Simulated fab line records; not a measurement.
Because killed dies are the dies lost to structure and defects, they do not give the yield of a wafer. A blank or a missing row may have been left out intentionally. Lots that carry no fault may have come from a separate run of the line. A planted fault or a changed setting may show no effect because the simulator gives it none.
A sampling plan put to the test / flow gf180mcu / one line in one fab, 48 faults in these records, each fault weighed on the records of the lots it struck
Plan = the line's own looks (route steps where a gauge or an inspection reads the wafer without altering it). Where struck wafers have a number at a look and the file lists that look's usual mean and standard deviation on fault-free wafers, the look can be judged. Caught: 4 or more of those standard deviations (sigma) separate the usual mean from the mean of the struck wafers at a look after the fault's first step. On the tool: the same test on the tool's own readings at the fault's steps. Another recipe on the struck wafers, or a record that is blank for them alone, also counts as caught.

== THE FAULTS, as the simulator had put them in ==
1. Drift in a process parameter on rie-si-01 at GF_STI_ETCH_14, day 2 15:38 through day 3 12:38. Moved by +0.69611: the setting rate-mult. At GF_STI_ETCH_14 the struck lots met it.
2. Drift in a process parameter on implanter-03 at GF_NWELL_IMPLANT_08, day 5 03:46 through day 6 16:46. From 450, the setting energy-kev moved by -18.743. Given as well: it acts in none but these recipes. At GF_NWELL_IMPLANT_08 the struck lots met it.
3. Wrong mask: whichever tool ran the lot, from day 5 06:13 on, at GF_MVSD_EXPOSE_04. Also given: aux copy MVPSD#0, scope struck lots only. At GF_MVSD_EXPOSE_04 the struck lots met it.
4. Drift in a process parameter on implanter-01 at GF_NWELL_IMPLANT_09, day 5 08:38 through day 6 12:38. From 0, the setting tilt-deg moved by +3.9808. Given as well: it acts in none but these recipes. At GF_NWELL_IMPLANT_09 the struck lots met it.
5. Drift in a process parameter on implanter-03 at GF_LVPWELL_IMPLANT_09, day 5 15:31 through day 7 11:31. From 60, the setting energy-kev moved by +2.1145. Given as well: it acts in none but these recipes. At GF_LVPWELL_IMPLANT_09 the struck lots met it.
6. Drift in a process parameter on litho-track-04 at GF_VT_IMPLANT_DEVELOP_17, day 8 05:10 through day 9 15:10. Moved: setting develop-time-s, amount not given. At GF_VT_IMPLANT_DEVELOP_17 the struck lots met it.
7. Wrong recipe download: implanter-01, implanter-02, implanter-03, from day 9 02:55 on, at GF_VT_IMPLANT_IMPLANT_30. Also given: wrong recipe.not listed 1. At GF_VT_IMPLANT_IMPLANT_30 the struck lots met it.
8. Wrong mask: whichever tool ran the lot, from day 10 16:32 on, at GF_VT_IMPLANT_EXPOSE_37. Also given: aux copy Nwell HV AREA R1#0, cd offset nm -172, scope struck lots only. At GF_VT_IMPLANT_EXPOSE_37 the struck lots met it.
9. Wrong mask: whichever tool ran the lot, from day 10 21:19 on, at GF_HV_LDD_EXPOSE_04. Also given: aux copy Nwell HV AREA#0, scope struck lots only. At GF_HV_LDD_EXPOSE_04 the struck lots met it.
10. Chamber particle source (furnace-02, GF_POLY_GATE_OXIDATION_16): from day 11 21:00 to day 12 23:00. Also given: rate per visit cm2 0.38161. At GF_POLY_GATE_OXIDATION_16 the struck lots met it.
11. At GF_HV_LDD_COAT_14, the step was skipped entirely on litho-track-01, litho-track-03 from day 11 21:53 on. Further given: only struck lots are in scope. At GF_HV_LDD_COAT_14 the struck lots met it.
12. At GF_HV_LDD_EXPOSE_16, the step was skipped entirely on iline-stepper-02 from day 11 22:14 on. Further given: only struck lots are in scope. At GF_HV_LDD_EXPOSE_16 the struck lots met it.
13. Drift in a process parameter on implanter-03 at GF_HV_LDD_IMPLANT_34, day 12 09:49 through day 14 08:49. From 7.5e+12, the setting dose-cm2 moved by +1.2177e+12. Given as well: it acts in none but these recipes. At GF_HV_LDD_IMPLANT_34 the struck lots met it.
14. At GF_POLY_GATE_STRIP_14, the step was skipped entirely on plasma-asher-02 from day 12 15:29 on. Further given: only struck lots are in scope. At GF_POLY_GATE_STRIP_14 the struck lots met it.
15. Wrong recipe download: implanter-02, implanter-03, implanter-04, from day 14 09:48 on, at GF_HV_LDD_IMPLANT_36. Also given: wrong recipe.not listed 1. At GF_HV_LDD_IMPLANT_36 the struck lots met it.
16. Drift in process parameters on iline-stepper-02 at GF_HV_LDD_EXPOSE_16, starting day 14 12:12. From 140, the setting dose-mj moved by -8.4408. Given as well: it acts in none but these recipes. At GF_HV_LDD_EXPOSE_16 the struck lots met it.
17. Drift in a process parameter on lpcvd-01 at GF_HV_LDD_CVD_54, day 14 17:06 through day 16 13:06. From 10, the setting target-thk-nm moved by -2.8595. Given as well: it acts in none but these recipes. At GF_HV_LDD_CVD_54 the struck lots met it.
18. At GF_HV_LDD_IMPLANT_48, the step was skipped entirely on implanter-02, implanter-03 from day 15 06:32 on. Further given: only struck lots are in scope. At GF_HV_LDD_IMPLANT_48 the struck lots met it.
19. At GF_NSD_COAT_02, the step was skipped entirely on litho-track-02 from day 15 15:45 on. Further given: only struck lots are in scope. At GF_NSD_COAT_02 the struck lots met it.
20. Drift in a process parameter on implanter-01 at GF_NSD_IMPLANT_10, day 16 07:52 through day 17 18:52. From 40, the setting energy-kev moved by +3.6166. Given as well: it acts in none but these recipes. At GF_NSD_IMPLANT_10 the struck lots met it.
21. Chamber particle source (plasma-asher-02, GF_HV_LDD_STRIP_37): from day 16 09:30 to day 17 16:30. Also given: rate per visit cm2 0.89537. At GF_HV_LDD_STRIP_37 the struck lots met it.
22. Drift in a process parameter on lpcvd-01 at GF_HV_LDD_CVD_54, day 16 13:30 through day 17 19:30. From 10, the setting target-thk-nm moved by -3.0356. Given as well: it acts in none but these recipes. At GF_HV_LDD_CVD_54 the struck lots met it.
23. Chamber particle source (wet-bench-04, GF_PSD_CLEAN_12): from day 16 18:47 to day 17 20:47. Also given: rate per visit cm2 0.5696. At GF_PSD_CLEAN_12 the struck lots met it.
24. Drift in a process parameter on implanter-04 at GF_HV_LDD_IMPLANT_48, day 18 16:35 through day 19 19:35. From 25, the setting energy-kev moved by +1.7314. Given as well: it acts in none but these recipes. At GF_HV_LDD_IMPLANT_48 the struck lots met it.
25. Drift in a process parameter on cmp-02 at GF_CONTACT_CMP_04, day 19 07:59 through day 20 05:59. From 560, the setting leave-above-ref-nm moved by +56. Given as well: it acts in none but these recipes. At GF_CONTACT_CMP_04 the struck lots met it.
26. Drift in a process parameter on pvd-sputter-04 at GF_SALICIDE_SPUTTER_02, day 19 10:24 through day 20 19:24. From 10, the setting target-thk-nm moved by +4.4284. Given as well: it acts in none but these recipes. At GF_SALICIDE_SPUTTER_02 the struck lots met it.
27. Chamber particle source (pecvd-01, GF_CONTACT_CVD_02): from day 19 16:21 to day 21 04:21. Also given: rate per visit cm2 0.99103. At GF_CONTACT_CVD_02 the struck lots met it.
28. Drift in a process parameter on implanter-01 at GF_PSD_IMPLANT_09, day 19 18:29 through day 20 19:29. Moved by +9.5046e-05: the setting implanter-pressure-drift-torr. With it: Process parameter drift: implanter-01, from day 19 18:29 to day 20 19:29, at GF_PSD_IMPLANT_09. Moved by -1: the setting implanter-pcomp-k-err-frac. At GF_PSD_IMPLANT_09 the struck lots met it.
29. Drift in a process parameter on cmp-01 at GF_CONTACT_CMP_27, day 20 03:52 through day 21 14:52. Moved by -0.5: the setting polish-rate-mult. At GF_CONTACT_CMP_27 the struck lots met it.
30. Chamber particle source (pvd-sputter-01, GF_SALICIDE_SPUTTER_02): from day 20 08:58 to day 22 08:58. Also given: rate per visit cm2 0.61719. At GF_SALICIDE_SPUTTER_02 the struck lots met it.
31. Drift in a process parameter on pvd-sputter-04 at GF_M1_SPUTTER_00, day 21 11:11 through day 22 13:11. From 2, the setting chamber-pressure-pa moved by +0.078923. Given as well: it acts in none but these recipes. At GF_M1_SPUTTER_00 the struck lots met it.
32. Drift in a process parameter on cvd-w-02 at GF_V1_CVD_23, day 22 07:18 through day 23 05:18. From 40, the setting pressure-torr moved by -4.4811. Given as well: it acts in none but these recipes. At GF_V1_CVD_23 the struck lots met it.
33. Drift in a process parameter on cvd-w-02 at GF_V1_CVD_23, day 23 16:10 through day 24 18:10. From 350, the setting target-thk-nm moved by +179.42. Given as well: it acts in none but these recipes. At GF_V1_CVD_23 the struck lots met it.
34. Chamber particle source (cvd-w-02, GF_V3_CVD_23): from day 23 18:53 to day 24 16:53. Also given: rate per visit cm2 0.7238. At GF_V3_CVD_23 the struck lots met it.
35. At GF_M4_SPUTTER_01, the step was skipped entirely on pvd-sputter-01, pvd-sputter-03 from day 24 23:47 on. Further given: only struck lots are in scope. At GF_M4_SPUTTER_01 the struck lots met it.
36. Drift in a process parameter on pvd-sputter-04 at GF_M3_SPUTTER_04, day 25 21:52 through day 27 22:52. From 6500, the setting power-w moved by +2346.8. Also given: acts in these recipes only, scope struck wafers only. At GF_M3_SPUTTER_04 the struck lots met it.
37. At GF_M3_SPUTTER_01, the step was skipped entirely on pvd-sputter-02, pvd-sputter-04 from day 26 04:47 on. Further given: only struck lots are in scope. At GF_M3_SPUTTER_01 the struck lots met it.
38. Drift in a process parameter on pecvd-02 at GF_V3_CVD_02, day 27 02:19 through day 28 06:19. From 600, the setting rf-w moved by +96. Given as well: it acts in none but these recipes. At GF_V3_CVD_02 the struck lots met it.
39. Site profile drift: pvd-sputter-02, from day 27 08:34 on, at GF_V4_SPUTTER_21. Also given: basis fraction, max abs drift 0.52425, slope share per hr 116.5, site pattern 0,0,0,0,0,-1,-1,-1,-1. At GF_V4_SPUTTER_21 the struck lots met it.
40. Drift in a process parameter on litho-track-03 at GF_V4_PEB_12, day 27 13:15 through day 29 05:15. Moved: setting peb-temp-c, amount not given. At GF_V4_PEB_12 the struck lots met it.
41. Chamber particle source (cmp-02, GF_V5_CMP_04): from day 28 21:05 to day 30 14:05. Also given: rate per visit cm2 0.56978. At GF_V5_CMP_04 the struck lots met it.
42. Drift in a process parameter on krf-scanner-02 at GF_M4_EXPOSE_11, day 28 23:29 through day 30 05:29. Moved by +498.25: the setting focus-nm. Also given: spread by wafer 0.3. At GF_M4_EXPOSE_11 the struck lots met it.
43. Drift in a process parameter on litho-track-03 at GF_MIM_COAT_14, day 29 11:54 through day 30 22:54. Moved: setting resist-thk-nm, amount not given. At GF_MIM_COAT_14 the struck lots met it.
44. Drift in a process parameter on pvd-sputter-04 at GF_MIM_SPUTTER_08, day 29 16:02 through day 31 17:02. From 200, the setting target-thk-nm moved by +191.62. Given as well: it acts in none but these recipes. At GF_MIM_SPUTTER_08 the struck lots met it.
45. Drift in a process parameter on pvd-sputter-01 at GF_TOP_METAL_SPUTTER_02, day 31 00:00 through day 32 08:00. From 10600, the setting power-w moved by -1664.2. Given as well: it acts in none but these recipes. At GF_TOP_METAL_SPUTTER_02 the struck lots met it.
46. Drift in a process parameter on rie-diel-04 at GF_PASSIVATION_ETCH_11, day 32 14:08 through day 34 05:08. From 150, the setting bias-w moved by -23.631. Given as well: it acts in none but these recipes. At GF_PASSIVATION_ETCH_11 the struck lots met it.
47. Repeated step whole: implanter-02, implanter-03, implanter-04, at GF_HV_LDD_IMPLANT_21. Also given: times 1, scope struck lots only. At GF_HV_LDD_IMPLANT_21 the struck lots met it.
48. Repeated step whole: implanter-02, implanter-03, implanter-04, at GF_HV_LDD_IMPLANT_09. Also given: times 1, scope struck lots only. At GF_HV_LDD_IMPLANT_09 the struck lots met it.

== WHAT THE PLAN SAW ==
fault=1; on the tool itself=oes-product-au +41 sigma; first look that catches it=not the one look that can be judged after it; reading, sigma=-; median hours from its first step to that look=-; hours from the fault's start to the first struck lot there=-; judged looks passed uncaught=1
fault=2; on the tool itself=beam-energy-keV -99 or beyond sigma; first look that catches it=no look after it can be judged; reading, sigma=-; median hours from its first step to that look=-; hours from the fault's start to the first struck lot there=-; judged looks passed uncaught=0
fault=3; on the tool itself=no reading that can be judged; first look that catches it=GF_MVSD_TW_MEAS_11; reading, sigma=MVSD_TW -99 or beyond; median hours from its first step to that look=7.0; hours from the fault's start to the first struck lot there=9; judged looks passed uncaught=0
fault=4; on the tool itself=tilt-deg +99 or beyond sigma; first look that catches it=GF_VT_IMPLANT_RS_MEAS_47; reading, sigma=NWELL_RS -6.8; median hours from its first step to that look=115.4; hours from the fault's start to the first struck lot there=119; judged looks passed uncaught=1
fault=5; on the tool itself=beam-energy-keV +99 or beyond sigma; first look that catches it=no look after it can be judged; reading, sigma=-; median hours from its first step to that look=-; hours from the fault's start to the first struck lot there=-; judged looks passed uncaught=0
fault=6; on the tool itself=under 2 sigma; first look that catches it=no look after it can be judged; reading, sigma=-; median hours from its first step to that look=-; hours from the fault's start to the first struck lot there=-; judged looks passed uncaught=0
fault=7; on the tool itself=under 2 sigma; first look that catches it=GF_VT_IMPLANT_TW_MEAS_32; reading, sigma=VT_IMPLANT_3_TW +70; median hours from its first step to that look=0.2; hours from the fault's start to the first struck lot there=1; judged looks passed uncaught=0
fault=8; on the tool itself=no reading that can be judged; first look that catches it=no look after it can be judged; reading, sigma=-; median hours from its first step to that look=-; hours from the fault's start to the first struck lot there=-; judged looks passed uncaught=0
fault=9; on the tool itself=under 2 sigma; first look that catches it=GF_HV_LDD_TW_MEAS_11; reading, sigma=HV_LDD_TW -99 or beyond; median hours from its first step to that look=9.6; hours from the fault's start to the first struck lot there=15; judged looks passed uncaught=0
fault=10; on the tool itself=under 2 sigma; first look that catches it=not the one look that can be judged after it; reading, sigma=-; median hours from its first step to that look=-; hours from the fault's start to the first struck lot there=-; judged looks passed uncaught=1
fault=11; on the tool itself=the tool's record is blank for the struck wafers; first look that catches it=GF_HV_LDD_TW_MEAS_38; reading, sigma=HV_LDD_3_TW +15; median hours from its first step to that look=30.5; hours from the fault's start to the first struck lot there=31; judged looks passed uncaught=0
fault=12; on the tool itself=no reading that can be judged; first look that catches it=no look after it can be judged; reading, sigma=-; median hours from its first step to that look=-; hours from the fault's start to the first struck lot there=-; judged looks passed uncaught=0
fault=13; on the tool itself=dose-ions-cm2 +99 or beyond sigma; first look that catches it=none of the 2 looks that can be judged after it; reading, sigma=strongest: HV_LDD_RS at GF_HV_LDD_RS_MEAS_53, -3.3; median hours from its first step to that look=-; hours from the fault's start to the first struck lot there=-; judged looks passed uncaught=2
fault=14; on the tool itself=the tool's record is blank for the struck wafers; first look that catches it=not the one look that can be judged after it; reading, sigma=-; median hours from its first step to that look=-; hours from the fault's start to the first struck lot there=-; judged looks passed uncaught=1
fault=15; on the tool itself=under 2 sigma; first look that catches it=GF_HV_LDD_TW_MEAS_38; reading, sigma=HV_LDD_3_TW +16; median hours from its first step to that look=0.2; hours from the fault's start to the first struck lot there=5; judged looks passed uncaught=0
fault=16; on the tool itself=exposure-dose-mJ-cm2 -60 sigma; first look that catches it=GF_HV_LDD_CD_MEAS_19; reading, sigma=cd-nm -7.9; median hours from its first step to that look=10.1; hours from the fault's start to the first struck lot there=14; judged looks passed uncaught=0
fault=17; on the tool itself=under 2 sigma; first look that catches it=GF_HV_LDD_THK_MEAS_55; reading, sigma=HV_LDD_CVD_54_THK -20; median hours from its first step to that look=1.3; hours from the fault's start to the first struck lot there=21; judged looks passed uncaught=0
fault=18; on the tool itself=the tool's record is blank for the struck wafers; first look that catches it=GF_HV_LDD_TW_MEAS_50; reading, sigma=HV_LDD_4_TW -99 or beyond; median hours from its first step to that look=0.2; hours from the fault's start to the first struck lot there=5; judged looks passed uncaught=0
fault=19; on the tool itself=the tool's record is blank for the struck wafers; first look that catches it=GF_PSD_TW_MEAS_11; reading, sigma=PSD_TW +49; median hours from its first step to that look=33.9; hours from the fault's start to the first struck lot there=34; judged looks passed uncaught=1
fault=20; on the tool itself=beam-energy-keV +99 or beyond sigma; first look that catches it=no look after it can be judged; reading, sigma=-; median hours from its first step to that look=-; hours from the fault's start to the first struck lot there=-; judged looks passed uncaught=0
fault=21; on the tool itself=under 2 sigma; first look that catches it=not the one look that can be judged after it; reading, sigma=-; median hours from its first step to that look=-; hours from the fault's start to the first struck lot there=-; judged looks passed uncaught=1
fault=22; on the tool itself=no reading that can be judged; first look that catches it=GF_HV_LDD_THK_MEAS_55; reading, sigma=HV_LDD_CVD_54_THK -21; median hours from its first step to that look=1.0; hours from the fault's start to the first struck lot there=10; judged looks passed uncaught=0
fault=23; on the tool itself=no reading that can be judged; first look that catches it=none of the 8 looks that can be judged after it; reading, sigma=-; median hours from its first step to that look=-; hours from the fault's start to the first struck lot there=-; judged looks passed uncaught=8
fault=24; on the tool itself=beam-energy-keV +99 or beyond sigma; first look that catches it=no look after it can be judged; reading, sigma=-; median hours from its first step to that look=-; hours from the fault's start to the first struck lot there=-; judged looks passed uncaught=0
fault=25; on the tool itself=only faintly: time-to-endpoint-s -3.7 sigma; first look that catches it=not the one look that can be judged after it; reading, sigma=-; median hours from its first step to that look=-; hours from the fault's start to the first struck lot there=-; judged looks passed uncaught=1
fault=26; on the tool itself=under 2 sigma; first look that catches it=GF_SALICIDE_RS_MEAS_04; reading, sigma=SALICIDE_TIN_RS -13; median hours from its first step to that look=0.0; hours from the fault's start to the first struck lot there=5; judged looks passed uncaught=0
fault=27; on the tool itself=under 2 sigma; first look that catches it=not the one look that can be judged after it; reading, sigma=-; median hours from its first step to that look=-; hours from the fault's start to the first struck lot there=-; judged looks passed uncaught=1
fault=28; on the tool itself=end-station-pressure-torr +99 or beyond sigma; first look that catches it=GF_PSD_TW_MEAS_11; reading, sigma=PSD_TW +8.5; median hours from its first step to that look=0.2; hours from the fault's start to the first struck lot there=4; judged looks passed uncaught=0
fault=29; on the tool itself=overpolish-run-s -99 or beyond sigma; first look that catches it=no look after it can be judged; reading, sigma=-; median hours from its first step to that look=-; hours from the fault's start to the first struck lot there=-; judged looks passed uncaught=0
fault=30; on the tool itself=under 2 sigma; first look that catches it=none of the 2 looks that can be judged after it; reading, sigma=-; median hours from its first step to that look=-; hours from the fault's start to the first struck lot there=-; judged looks passed uncaught=2
fault=31; on the tool itself=chamber-pressure-pa +21 sigma; first look that catches it=no look after it can be judged; reading, sigma=-; median hours from its first step to that look=-; hours from the fault's start to the first struck lot there=-; judged looks passed uncaught=0
fault=32; on the tool itself=chamber-pressure-Torr -47 sigma; first look that catches it=none of the 2 looks that can be judged after it; reading, sigma=strongest: V1_W_RS at GF_V1_RS_MEAS_24, +3.1; median hours from its first step to that look=-; hours from the fault's start to the first struck lot there=-; judged looks passed uncaught=2
fault=33; on the tool itself=under 2 sigma; first look that catches it=GF_V1_RS_MEAS_24; reading, sigma=V1_W_RS -19; median hours from its first step to that look=0.1; hours from the fault's start to the first struck lot there=10; judged looks passed uncaught=0
fault=34; on the tool itself=under 2 sigma; first look that catches it=no look after it can be judged; reading, sigma=-; median hours from its first step to that look=-; hours from the fault's start to the first struck lot there=-; judged looks passed uncaught=0
fault=35; on the tool itself=the tool's record is blank for the struck wafers; first look that catches it=no look after it can be judged; reading, sigma=-; median hours from its first step to that look=-; hours from the fault's start to the first struck lot there=-; judged looks passed uncaught=0
fault=36; on the tool itself=cathode-dc-power-W +99 or beyond sigma; first look that catches it=none of the 7 looks that can be judged after it; reading, sigma=-; median hours from its first step to that look=-; hours from the fault's start to the first struck lot there=-; judged looks passed uncaught=7
fault=37; on the tool itself=the tool's record is blank for the struck wafers; first look that catches it=no look after it can be judged; reading, sigma=-; median hours from its first step to that look=-; hours from the fault's start to the first struck lot there=-; judged looks passed uncaught=0
fault=38; on the tool itself=rf-fwd-power-W +48 sigma; first look that catches it=none of the 2 looks that can be judged after it; reading, sigma=strongest: V3_CVD_02_THK at GF_V3_THK_MEAS_03, +3.6; median hours from its first step to that look=-; hours from the fault's start to the first struck lot there=-; judged looks passed uncaught=2
fault=39; on the tool itself=under 2 sigma; first look that catches it=none of the 5 looks that can be judged after it; reading, sigma=-; median hours from its first step to that look=-; hours from the fault's start to the first struck lot there=-; judged looks passed uncaught=5
fault=40; on the tool itself=heater-power-total-W +9.1 sigma; first look that catches it=none of the 2 looks that can be judged after it; reading, sigma=-; median hours from its first step to that look=-; hours from the fault's start to the first struck lot there=-; judged looks passed uncaught=2
fault=41; on the tool itself=under 2 sigma; first look that catches it=none of the 3 looks that can be judged after it; reading, sigma=-; median hours from its first step to that look=-; hours from the fault's start to the first struck lot there=-; judged looks passed uncaught=3
fault=42; on the tool itself=no reading that can be judged; first look that catches it=GF_M4_CD_MEAS_14; reading, sigma=cd-nm -59; median hours from its first step to that look=8.9; hours from the fault's start to the first struck lot there=13; judged looks passed uncaught=0
fault=43; on the tool itself=under 2 sigma; first look that catches it=no look after it can be judged; reading, sigma=-; median hours from its first step to that look=-; hours from the fault's start to the first struck lot there=-; judged looks passed uncaught=0
fault=44; on the tool itself=under 2 sigma; first look that catches it=GF_MIM_RS_MEAS_10; reading, sigma=MIM_ALCU_RS -33; median hours from its first step to that look=0.1; hours from the fault's start to the first struck lot there=19; judged looks passed uncaught=0
fault=45; on the tool itself=cathode-dc-power-W -99 or beyond sigma; first look that catches it=GF_TOP_METAL_RS_MEAS_05; reading, sigma=TOP_METAL_ALCU_RS +13; median hours from its first step to that look=0.1; hours from the fault's start to the first struck lot there=8; judged looks passed uncaught=0
fault=46; on the tool itself=bias-w -57 sigma; first look that catches it=no look after it can be judged; reading, sigma=-; median hours from its first step to that look=-; hours from the fault's start to the first struck lot there=-; judged looks passed uncaught=0
fault=47; on the tool itself=no reading that can be judged; first look that catches it=GF_HV_LDD_TW_MEAS_23; reading, sigma=HV_LDD_2_TW +31; median hours from its first step to that look=0.6; hours from the fault's start to the first struck lot there=-; judged looks passed uncaught=0
fault=48; on the tool itself=no reading that can be judged; first look that catches it=GF_HV_LDD_TW_MEAS_11; reading, sigma=HV_LDD_TW +31; median hours from its first step to that look=0.5; hours from the fault's start to the first struck lot there=-; judged looks passed uncaught=0
A dash: this means the fault isn't caught or the number doesn't appear in these records.

Caught at a look: 19 of 48. Caught on the tool: 23 of 48. By one or the other: 35 of 48.
Caught on the tool alone: faults 1, 2, 5, 13, 14, 20, 24, 29, 31, 32, 35, 36, 37, 38, 40, 46.
Caught at a look alone: faults 3, 7, 9, 15, 17, 22, 26, 33, 42, 44, 47, 48.
Caught by neither: faults 6, 8, 10, 12, 21, 23, 25, 27, 30, 34, 39, 41, 43.

== THINNER SAMPLING ==
If the look that catches a fault measured only every second or every third lot, by lot number, the first struck lot would be measured this late in the worst case:
fault=3; struck lots at that look, in order of time=L261; every lot=9 h; every second lot=may miss it; every third lot=may miss it
fault=4; struck lots at that look, in order of time=L312, L316; every lot=119 h; every second lot=may miss all 2; every third lot=may miss all 2
fault=7; struck lots at that look, in order of time=L489, L490, L491, L492; every lot=1 h; every second lot=7 h; every third lot=11 h
fault=9; struck lots at that look, in order of time=L279; every lot=15 h; every second lot=may miss it; every third lot=may miss it
fault=11; struck lots at that look, in order of time=L764, L765, L766; every lot=31 h; every second lot=43 h; every third lot=55 h
fault=15; struck lots at that look, in order of time=L408, L409, L410, L411; every lot=5 h; every second lot=5 h; every third lot=21 h
fault=16; struck lots at that look, in order of time=L264, L266, L267, L271; every lot=14 h; every second lot=33 h; every third lot=67 h
fault=17; struck lots at that look, in order of time=L379, L380; every lot=21 h; every second lot=36 h; every third lot=may miss all 2
fault=18; struck lots at that look, in order of time=L152, L153, L154; every lot=5 h; every second lot=5 h; every third lot=21 h
fault=19; struck lots at that look, in order of time=L305, L306; every lot=34 h; every second lot=43 h; every third lot=may miss all 2
fault=22; struck lots at that look, in order of time=L698, L700; every lot=10 h; every second lot=may miss all 2; every third lot=may miss all 2
fault=26; struck lots at that look, in order of time=L576, L577; every lot=5 h; every second lot=16 h; every third lot=may miss all 2
fault=28; struck lots at that look, in order of time=L338, L339; every lot=4 h; every second lot=15 h; every third lot=may miss all 2
fault=33; struck lots at that look, in order of time=L395, L397; every lot=10 h; every second lot=may miss all 2; every third lot=may miss all 2
fault=42; struck lots at that look, in order of time=L425, L426; every lot=13 h; every second lot=22 h; every third lot=may miss all 2
fault=44; struck lots at that look, in order of time=L718, L719; every lot=19 h; every second lot=28 h; every third lot=may miss all 2
fault=45; struck lots at that look, in order of time=L810, L813, L814; every lot=8 h; every second lot=24 h; every third lot=may miss all 3
Hours count from the start of the fault until the first struck lot that is measured. 4 sigma limit: tested on the pooled struck wafers, so a lone lot may be under it. Other struck lots may not be in these records.

== THE LONGEST TIMED WAY FROM STEP TO LOOK ==
In fault 4, a median of 115.4 hours elapses between GF_NWELL_IMPLANT_09 and GF_VT_IMPLANT_RS_MEAS_47. The look between them that can be judged stayed within 4 sigma: GF_VT_IMPLANT_TW_MEAS_10.
